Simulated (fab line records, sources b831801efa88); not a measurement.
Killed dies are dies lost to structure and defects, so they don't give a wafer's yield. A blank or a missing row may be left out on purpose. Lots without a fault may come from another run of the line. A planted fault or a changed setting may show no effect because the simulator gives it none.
fab line records | flow gf180mcu
record lots=11 wafers=32 last_day=34
route steps=602 shown M2@366 V2@387 M3@410
lots that met no fault: from a run of the same line without faults
start_h: hours from the record's first day to the start of the lot's first wafer shown | wait_h: hours since the lot's step before | " the same as in the row above | L1.1+2: a row that stands for several wafers | - no value, or no start given | * or withheld: withheld | < > ~ a bound
route shown NAME@n: a module of which the file shows steps, and the number in the route of the first | usual: mean/standard deviation of fault-free wafers | same: alike in all rows | chamber/n: place in a boat | sites: the reading at each site | _std_site: their standard deviation | _edge_site: outer sites' mean less inner sites' | radius_mm: how far each site lies from the wafer's centre | mask NAME#n: copy n | behind: the tool/chamber that last shaped the wafer | hold: why the lot was held/for how many hours/how that ended | device: the transistor (n, p or np) that didn't switch | end of line: the same wafers' tests at the end of the route | a step without rows: its recipe alone | killed: dies lost to structure and defects at the first sort, not the wafer's yield | map: a wafer's dies, x killed, . not, _ none there
set.NAME: the setting as run; set.NAME@STEP: as run at that earlier step | model.NAME: the simulator's own value behind a step, which no gauge read
steps of the route over a sample of lots; a table a step, a row a wafer
services: from which hour (start_h, from the record's first day; less than 0 if before it) a tool's chamber was out of use, for how many hours, and why
## steps
# step GF_M2_SPUTTER_04
# recipe material=TiN target_thk_nm=50 power_w=6500 time_s=41.7 chamber_pressure_pa=0.4
# usual throttle_valve_pct=30.4/1
# columns lot.wafer tool chamber start_h wait_h throttle_valve_pct
L237.2 pvd_sputter-01 - 427.42 0.0 29.5
L237.3 " - " " 30.6
L237.6 " - " " 30.8
L239.4 pvd_sputter-01 - 455.18 0.0 30.7
L239.5 " - " " 30.7
L239.6 " - " " 31.0
L244.3 pvd_sputter-02 - 491.93 0.0 29.7
L244.4 " - " " 30.8
L252.2 pvd_sputter-02 - 561.28 0.0 30.7
L252.3 " - " " 30.2
L252.5 " - " " 28.7
L253.2 pvd_sputter-03 - 566.18 0.0 31.4
L253.4 " - " " 31.0
L253.6 " - " " 31.2
L254.1 pvd_sputter-02 - 573.89 0.0 30.4
L254.3 " - " " 30.1
L254.5 " - " " 30.1
L255.1 pvd_sputter-03 - 580.05 0.0 30.7
L255.4 " - " " 31.4
L255.6 " - " " 29.6
L256.2 pvd_sputter-03 - 584.50 0.0 32.0
L256.3 " - " " 30.9
L256.5 " - " " 31.0
L258.3 pvd_sputter-01 - 604.46 0.0 31.4
L258.5 " - " " 31.1
L258.6 " - " " 29.7
L259.1 pvd_sputter-02 - 608.74 0.0 29.8
L259.5 " - " " 29.8
L259.6 " - " " 28.2
L260.2 pvd_sputter-03 - 612.59 0.0 32.2
L260.3 " - " " 30.0
L260.6 " - " " 30.8
# step GF_M2_METAL_ETCH_16
# recipe chemistry=Cl2/BCl3 mask_material=KrF target_depth_nm=750.8 stop_on=SiO2 pressure_mtorr=8 icp_w=800 bias_w=140 Cl2_flow_sccm=80 bcl3_flow_sccm=40 time_s=125.1
# usual bcl3_flow_sccm=40.00/0.12 bias_w=140.2/0.44 drypump_motor_current_A=5.7/0.49 oes_product_au=0.990/0.005 run_length_s=153.2/0.51 throttle_valve_pct=28.228/0.0095
# columns lot.wafer tool chamber start_h wait_h bcl3_flow_sccm bias_w drypump_motor_current_A oes_product_au rf_hours_counter_h run_length_s throttle_valve_pct
L237.2 rie_metal-04 0 452.55 0.0 39.95 139.9 5.7 0.989 6.4 153.3 28.243
L237.3 " 1 " " 39.90 141.0 5.5 0.996 - 152.2 28.239
L237.6 " 0 " " 39.95 139.8 5.7 0.988 - 153.5 28.236
L239.4 rie_metal-01 1 479.99 0.1 40.11 139.9 5.3 0.985 - 154.2 28.215
L239.5 " 1 " " 39.95 139.6 5.3 0.985 - 153.6 28.217
L239.6 " 0 " " 39.98 140.2 6.1 0.995 - 153.2 28.248
L244.3 rie_metal-01 0 515.84 0.1 39.99 139.2 6.1 0.894 - 176.3 28.334
L244.4 " 1 " " 40.00 140.5 5.3 0.993 - 153.6 28.224
L252.2 rie_metal-01 1 583.61 0.1 39.68 140.0 5.2 0.983 - 153.9 28.229
L252.3 " 1 " " 39.88 140.2 5.3 0.987 - 153.8 28.221
L252.5 " 1 " " 40.02 140.6 5.2 0.991 - 154.0 28.227
L253.2 rie_metal-01 1 587.83 0.1 39.95 140.4 5.3 0.992 - 153.9 28.212
L253.4 " 1 " " 40.11 140.1 5.3 0.999 - 154.1 28.211
L253.6 " 1 " " 39.98 140.3 5.2 0.991 - 153.5 28.224
L254.1 rie_metal-03 1 594.64 0.0 40.04 140.6 5.2 0.991 4.8 152.7 28.236
L254.3 " 0 " " 40.04 140.9 6.5 0.989 - 152.8 28.225
L254.5 " 1 " " 39.90 140.3 5.2 0.992 - 152.7 28.231
L255.1 rie_metal-03 1 601.88 0.0 40.09 140.7 5.1 1.001 5.1 153.1 28.222
L255.4 " 1 " " 39.78 140.2 5.1 1.001 - 153.1 28.238
L255.6 " 0 " " 40.09 140.0 6.5 0.983 - 153.1 28.197
L256.2 rie_metal-01 1 605.71 0.0 40.17 139.7 5.3 0.996 7.8 154.3 28.223
L256.3 " 1 " " 40.05 139.5 5.2 0.988 - 153.9 28.235
L256.5 " 1 " " 39.87 140.0 5.2 0.983 - 154.0 28.230
L258.3 rie_metal-01 1 625.83 0.1 40.02 140.4 5.3 0.986 - 154.3 28.237
L258.5 " 1 " " 39.97 140.3 5.3 0.977 - 153.8 28.232
L258.6 " 0 " " 40.07 140.8 6.1 0.984 - 153.3 28.220
L259.1 rie_metal-04 1 629.99 0.0 39.91 141.0 5.5 0.985 14.3 152.5 28.232
L259.5 " 1 " " 40.03 140.7 5.5 0.984 - 152.7 28.251
L259.6 " 0 " " 40.10 140.0 5.7 0.981 - 153.1 28.235
L260.2 rie_metal-01 0 633.54 0.0 39.90 140.8 6.1 0.992 8.6 153.3 28.227
L260.3 " 0 " " 40.29 140.3 6.1 0.984 - 153.3 28.230
L260.6 " 1 " " 39.95 140.3 5.3 0.980 - 154.2 28.238
# step GF_M2_STRIP_17
# recipe chemistry=O2/N2 power_w=1400 pressure_mtorr=1500 platen_temp_c=250 o2_flow_sccm=3000 n2_flow_sccm=300 overash_fraction=0.5
# usual drypump_motor_current_A=5.7/0.48 heater_power_w=337/58 o2_flow_sccm=3000/8 oes_product_au=0.537/0.0048 strip_time_to_endpoint_s=7.38/0.042
# columns lot.wafer tool chamber start_h wait_h drypump_motor_current_A heater_power_w o2_flow_sccm oes_product_au rf_hours_counter_h strip_time_to_endpoint_s
L237.2 plasma_asher-01 0 452.67 0.1 4.9 292 3009 0.541 32 7.39
L237.3 " 1 " " 5.8 429 2997 0.540 - 7.42
L237.6 " 0 " " 4.9 286 2986 0.539 - 7.45
L239.4 plasma_asher-04 1 480.11 0.1 6.1 266 2999 0.539 - 7.37
L239.5 " 0 " " 5.5 344 2999 0.536 - 7.36
L239.6 " 1 " " 6.1 264 3010 0.530 - 7.38
L244.3 plasma_asher-02 0 515.95 0.1 6.0 351 2986 0.517 - 6.86
L244.4 " 1 " " 6.6 399 2998 0.538 - 7.38
L252.2 plasma_asher-02 0 583.82 0.2 6.1 343 2984 0.530 98 7.37
L252.3 " 0 " " 6.0 358 2993 0.541 - 7.40
L252.5 " 1 " " 6.7 398 3012 0.538 - 7.40
L253.2 plasma_asher-04 0 588.04 0.2 5.6 330 2999 0.538 84 7.30
L253.4 " 0 " " 5.6 342 3007 0.528 - 7.33
L253.6 " 1 " " 6.1 266 2999 0.530 - 7.30
L254.1 plasma_asher-04 0 594.77 0.1 5.5 340 3005 0.543 85 7.42
L254.3 " 1 " " 6.1 261 3006 0.537 - 7.42
L254.5 " 1 " " 6.1 275 3014 0.536 - 7.39
L255.1 plasma_asher-04 1 602.01 0.1 6.1 266 3018 0.531 86 7.34
L255.4 " 0 " " 5.6 337 2983 0.535 - 7.34
L255.6 " 1 " " 6.1 271 2999 0.537 - 7.41
L256.2 plasma_asher-02 0 605.84 0.1 6.0 340 2991 0.540 100 7.30
L256.3 " 1 " " 6.6 399 3002 0.530 - 7.30
L256.5 " 0 " " 6.0 347 3006 0.544 - 7.33
L258.3 plasma_asher-01 0 625.95 0.1 4.9 291 3001 0.544 - 7.41
L258.5 " 1 " " 5.8 422 2993 0.536 - 7.37
L258.6 " 0 " " 4.9 286 3005 0.531 - 7.37
L259.1 plasma_asher-01 0 630.12 0.1 4.9 286 3004 0.536 49 7.40
L259.5 " 1 " " 5.8 418 2997 0.536 - 7.47
L259.6 " 0 " " 4.9 281 2998 0.537 - 7.41
L260.2 plasma_asher-01 0 633.67 0.1 4.9 291 2998 0.543 50 7.42
L260.3 " 1 " " 5.8 421 3013 0.538 - 7.40
L260.6 " 1 " " 5.8 426 3010 0.553 - 7.42
# step GF_V2_BOW_MEAS_05
# recipe mode=bow
# usual V2_BOW=100/8.8
# columns lot.wafer tool chamber start_h wait_h V2_BOW[um]
L237.2 film_metro-02 - 453.80 0.2 95
L237.3 " - " " 96
L237.6 " - " " 96
L239.4 film_metro-01 - 481.23 0.2 86
L239.5 " - " " 89
L239.6 " - " " 113
L244.3 film_metro-02 - 517.06 0.3 101
L244.4 " - " " 103
L252.2 film_metro-01 - 585.01 0.1 110
L252.3 " - " " 104
L252.5 " - " " 109
L253.2 film_metro-03 - 589.19 0.2 90
L253.4 " - " " 92
L253.6 " - " " 99
L254.1 film_metro-01 - 595.87 0.2 104
L254.3 " - " " 114
L254.5 " - " " 113
L255.1 film_metro-01 - 603.12 0.1 91
L255.4 " - " " 89
L255.6 " - " " 81
L256.2 film_metro-02 - 606.99 0.3 93
L256.3 " - " " 104
L256.5 " - " " 93
L258.3 film_metro-03 - 627.09 0.2 103
L258.5 " - " " 93
L258.6 " - " " 88
L259.1 film_metro-01 - 631.25 0.2 124
L259.5 " - " " 108
L259.6 " - " " 102
L260.2 film_metro-01 - 634.83 0.2 99
L260.3 " - " " 105
L260.6 " - " " 110
# step GF_M3_SPUTTER_01
# recipe material=TiN target_thk_nm=30 power_w=6500 time_s=25 chamber_pressure_pa=0.4
# usual throttle_valve_pct=30.5/1
# columns lot.wafer tool chamber start_h wait_h throttle_valve_pct
L237.2 pvd_sputter-04 - 479.99 0.1 30.6
L237.3 " - " " 29.8
L237.6 " - " " 30.7
L239.4 pvd_sputter-02 - 506.49 0.1 29.7
L239.5 " - " " 29.9
L239.6 " - " " 30.5
L244.3 pvd_sputter-03 - 542.02 0.1 32.3
L244.4 " - " " 30.8
L252.2 pvd_sputter-03 - 608.30 0.1 32.0
L252.3 " - " " 30.9
L252.5 " - " " 31.3
L253.2 pvd_sputter-02 - 612.75 0.1 30.2
L253.4 " - " " 29.6
L253.6 " - " " 30.2
L254.1 pvd_sputter-03 - 618.97 0.1 31.2
L254.3 " - " " 30.9
L254.5 " - " " 30.8
L255.1 pvd_sputter-02 - 625.61 0.1 29.9
L255.4 " - " " 30.1
L255.6 " - " " 30.6
L256.2 pvd_sputter-03 - 629.70 0.1 32.2
L256.3 " - " " 30.7
L256.5 " - " " 32.2
L258.3 pvd_sputter-04 - 648.87 0.1 30.7
L258.5 " - " " 29.8
L258.6 " - " " 30.7
L259.1 pvd_sputter-04 - 652.81 0.1 29.7
L259.5 " - " " 30.6
L259.6 " - " " 29.9
L260.2 pvd_sputter-03 - 657.10 0.1 32.0
L260.3 " - " " 30.0
L260.6 " - " " 29.9
## services
# columns tool chamber start_h hours kind
rie_metal-01 1 408.52 3.8 repair
plasma_asher-04 - 411.49 2.0 repair
pvd_sputter-02 - 416.07 5.7 repair
plasma_asher-02 - 419.24 14.8 repair
plasma_asher-01 - 430.14 5.6 repair
rie_metal-03 0 455.06 11.1 repair
rie_metal-01 - 467.08 2.8 pm
plasma_asher-01 - 468.72 3.4 repair
rie_metal-03 - 502.79 6.1 repair
pvd_sputter-02 - 519.29 2.9 repair
rie_metal-03 1 523.64 6.9 repair
pvd_sputter-03 - 527.32 0.7 repair
rie_metal-04 - 557.75 28.1 pm
plasma_asher-02 - 558.75 13.8 repair
rie_metal-01 0 572.04 15.9 repair
plasma_asher-02 - 572.34 3.2 repair
plasma_asher-01 - 595.13 13.3 repair
plasma_asher-01 - 613.26 8.5 repair
plasma_asher-01 - 613.55 7.4 repair
pvd_sputter-03 - 614.24 4.2 repair
pvd_sputter-03 - 619.59 3.2 repair
pvd_sputter-01 - 639.64 1.7 repair
rie_metal-01 1 639.85 13.1 repair
plasma_asher-02 - 648.95 2.8 pm
## key
first_sign step=GF_M2_METAL_ETCH_16 reading=run_length_s direction=up sigmas=45 usual=* struck=*
effect step=GF_M2_METAL_ETCH_16 reading=oes_product_au direction=down sigmas=19 usual=0.990 struck=0.894
effect step=GF_M2_STRIP_17 reading=strip_time_to_endpoint_s direction=down sigmas=12 usual=* struck=*
met_at GF_M2_METAL_ETCH_16
struck_lots L244
struck_wafers L244.3
not_acting_at GF_M2_SPUTTER_04,GF_V2_BOW_MEAS_05,GF_M3_SPUTTER_01
onset_between 479.99 515.84
fault kind=process_parameter_drift tool=rie_metal-01 chamber=- onset_h=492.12 steps=GF_M2_METAL_ETCH_16 channel=time_s offset=* shape=step end_h=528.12 scope=struck_wafers_only acts_in=* stated=*
